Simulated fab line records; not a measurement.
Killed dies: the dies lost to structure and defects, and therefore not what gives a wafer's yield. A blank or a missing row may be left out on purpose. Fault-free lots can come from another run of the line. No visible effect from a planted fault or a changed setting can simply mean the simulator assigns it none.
A struck lot beside a sound one :: flow sky130 :: 15 steps out of a route of 708
Sound: wafers L479.3, L479.4, L479.6. Wafers struck: L490.2, L490.3, L490.6. At the end, the cause is stated.
For every step that has rows: the tool of each side, followed by ch and its chambers, followed by its first start. Under that, the readings that differ: sound wafers :: struck wafers :: difference of the means :: sigmas: that difference in standard deviations of wafers without a fault.
alike: same words and numbers on both sides, and readings whose means sit less than 2 such deviations apart. not compared: any withheld reading, any reading some wafer has no value for, any bound like >300 that may hide the same value, and any number with overlapping values for which the record gives no deviation.
The two part at a step that has a row with sigmas, a row that says differs or no value, or rows on one side only. Non-overlapping numbers with no deviation appear without sigmas and do not part them. Lack of a reading on every wafer of one side parts them only where that side has two or more wafers.

first, 4 steps without rows for these wafers: SKY_PWDE_SOFTBAKE_03; SKY_PWDE_EXPOSE_04 (exposes mask PWDEM, target cd 840 nm); SKY_PWDE_PEB_05; SKY_PWDE_DEVELOP_06 (develop time 60 s).
SKY_PWDE_OVL_MEAS_07:
  sound on overlay-01 at day 3 20:35; struck on overlay-02 at day 6 11:17
  alike: PWDE_OVL
following that, these wafers have no rows for 1 step: SKY_PWDE_IMPLANT_08.
SKY_PWDE_STRIP_09: strips in O2/N2.
  sound on plasma-asher-02 ch 0,1, day 3 20:48; struck on plasma-asher-03 ch 0,1, day 6 11:28
reading: strip-time-to-endpoint-s (s)
sound: 36.64 36.68 36.69
struck: 36.89 37.06 37.02
difference: +0.32
sigmas: +2
  alike: drypump-motor-current-A, n2-flow-sccm, oes-product-au
  not compared: rf-hours-counter-h
SKY_PWDE_TW_MEAS_10:
  sound on film-metro-04 at day 3 20:53; struck on film-metro-01 at day 6 11:35
  alike: PWDE_TW
then, 4 steps without rows for these wafers: SKY_NWELL_DEHYDRATE_03 (time 60 s); SKY_NWELL_HMDS_04 (prime time 60 s); SKY_NWELL_COAT_05 (resist thk 3000 nm); SKY_NWELL_SOFTBAKE_06.
SKY_NWELL_EXPOSE_07: exposes mask NWM, target cd 840 nm.
  sound on iline-stepper-01 ch 0, day 4 05:30; struck on iline-stepper-01 ch 0, day 6 21:36
reading: exposure-dose-mJ-cm2
sound: 254.73 255.01 254.95
struck: 279.74 279.61 279.73
difference: +24.80
sigmas: +86
  alike: mask
following that, these wafers have no rows for 1 step: SKY_NWELL_PEB_08.
-- the record jumps here: 42 days lie between the struck wafers' starts before and after (it left off in module NWELL and takes up again in module PAD_OPEN, whose first step shown is number 708 of the route) --
SKY_PAD_OPEN_PROBE_99:
  sound on prober-02 at day 45 08:12; struck on prober-01 at day 48 10:32
reading: model.etest.res-nwell.width-nm (nm)
sound: 833.1 830.9 829.8
struck: 857.2 861 858.6
difference: +27.7
sigmas: 
  alike: killed_at_M0_to_M3, killed_at_M4_up, killed-at-contacts, killed-at-front-end, killed-at-other, killed-dies, killed-open, killed-short

## WHERE THEY PART
Earliest at SKY_PWDE_STRIP_09; latest, in this record, at SKY_NWELL_EXPOSE_07. Later steps at which nothing parts them and some readings are alike: SKY_PAD_OPEN_PROBE_99.

WHY: what the simulator had put in
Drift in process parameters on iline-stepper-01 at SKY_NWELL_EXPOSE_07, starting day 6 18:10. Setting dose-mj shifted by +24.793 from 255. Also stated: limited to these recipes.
